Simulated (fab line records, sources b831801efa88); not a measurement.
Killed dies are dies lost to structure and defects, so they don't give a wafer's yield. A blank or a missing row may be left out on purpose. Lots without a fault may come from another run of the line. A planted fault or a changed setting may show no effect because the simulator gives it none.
Chamber matching | flow sky130 | SKY_METAL4_ETCH_17 on rie_diel-02: 4 sister chambers
The step etches SiO2 in C4F8/O2/Ar, stops on TiN, time 3.9 s, target depth 15 nm. 14 wafers are shown with their chamber, then 7 later ones without.

WAFERS WITH THEIR CHAMBER
wafer  | chamber | rf_fwd_power_W (W) | oes_product_au (a.u.)
L074.3 | 2       | 1473               | 0.755
L074.5 | 3       | 1467               | 0.768
L074.6 | 2       | 1482               | 0.750
L077.1 | 2       | 1472               | 0.742
L077.2 | 3       | 1462               | 0.756
L077.4 | 3       | 1464               | 0.753
L087.1 | 2       | 1476               | 0.757
L087.5 | 0       | 1459               | 0.761
L087.6 | 1       | 1471               | 0.768
L088.3 | 1       | 1467               | 0.759
L088.4 | 0       | 1452               | 0.755
L088.6 | 1       | 1466               | 0.765
L090.1 | 2       | 1476               | 0.752
L090.3 | 1       | 1462               | 0.749

SIGNATURES (means of the wafers above)
reading        | chamber 0 | chamber 1 | chamber 2 | chamber 3 | scatter within a chamber
rf_fwd_power_W | 1455.50   | 1466.50   | 1475.80   | 1464.33   | 3.73
oes_product_au | 0.75800   | 0.76025   | 0.75120   | 0.75900   | 0.007
Rule: a wafer's distance from a chamber is the root of the sum, over the readings, of the square of ((its reading less the chamber's mean) divided by the reading's scatter). The wafer belongs to the nearest chamber; if the next one is less than 2 further off, it can't be placed. The scatter: the root of (the sum of the squares of (reading less its chamber's mean) over the shown wafers, divided by (wafers less chambers)).

WAFERS WITHOUT THEIR CHAMBER
wafer  | rf_fwd_power_W (W) | oes_product_au (a.u.)
L090.5 | 1457               | 0.757
L094.2 | 1461               | 0.744
L094.3 | 1474               | 0.743
L094.5 | 1470               | 0.759
L097.2 | 1457               | 0.751
L097.3 | 1475               | 0.746
L097.4 | 1464               | 0.753

WHICH CHAMBER EACH WENT THROUGH
wafer  | from the rows above               | in truth
L090.5 | can't be placed: 0 or 3           | 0
L094.2 | can't be placed: 3 or 0 or 1 or 2 | 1
L094.3 | can't be placed: 2 or 1           | 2
L094.5 | can't be placed: 1 or 3 or 2      | 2
L097.2 | can't be placed: 0 or 3 or 1      | 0
L097.3 | 2                                 | 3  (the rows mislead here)
L097.4 | can't be placed: 3 or 1 or 0      | 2
Placed correctly: 0 of 7. Can't be placed from these rows: 6 (the true chamber is among the candidates in 5). Placed wrongly: 1.
